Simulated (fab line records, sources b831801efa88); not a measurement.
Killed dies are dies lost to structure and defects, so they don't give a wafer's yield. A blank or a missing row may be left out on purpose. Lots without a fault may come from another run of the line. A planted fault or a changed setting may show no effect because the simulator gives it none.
Chamber matching | flow gf180mcu | GF_V5_CVD_02 on pecvd-04: 3 sister chambers
The step deposits SiO2 from TEOS, target thk 1450 nm, time 163.28 s. 14 wafers are shown with their chamber, then 7 later ones without.

WAFERS WITH THEIR CHAMBER
wafer  | chamber | heater_power_w (W)
L081.2 | 1       | 686
L081.4 | 2       | 449
L081.5 | 1       | 673
L082.3 | 2       | 432
L082.4 | 1       | 695
L082.5 | 1       | 575
L084.1 | 0       | 561
L084.2 | 2       | 446
L084.3 | 1       | 646
L084.4 | 1       | 701
L084.5 | 2       | 527
L084.6 | 0       | 472
L085.1 | 0       | 542
L085.5 | 0       | 595

SIGNATURES (means of the wafers above)
reading        | chamber 0 | chamber 1 | chamber 2 | scatter within a chamber
heater_power_w | 542.50    | 662.67    | 463.50    | 47.4
Rule: a wafer's distance from a chamber is the root of the sum, over the readings, of the square of ((its reading less the chamber's mean) divided by the reading's scatter). The wafer belongs to the nearest chamber; if the next one is less than 2 further off, it can't be placed. The scatter: the root of (the sum of the squares of (reading less its chamber's mean) over the shown wafers, divided by (wafers less chambers)).

WAFERS WITHOUT THEIR CHAMBER
wafer  | heater_power_w (W)
L085.6 | 704
L086.1 | 565
L086.2 | 667
L086.3 | 500
L086.4 | 570
L086.5 | 462
L086.6 | 547

WHICH CHAMBER EACH WENT THROUGH
wafer  | from the rows above          | in truth
L085.6 | 1                            | 1
L086.1 | can't be placed: 0 or 1 or 2 | 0
L086.2 | 1                            | 1
L086.3 | can't be placed: 2 or 0      | 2
L086.4 | can't be placed: 0 or 1 or 2 | 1
L086.5 | can't be placed: 2 or 0      | 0
L086.6 | can't be placed: 0 or 2      | 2
Placed correctly: 2 of 7. Can't be placed from these rows: 5 (the true chamber is among the candidates in 5). Placed wrongly: 0.
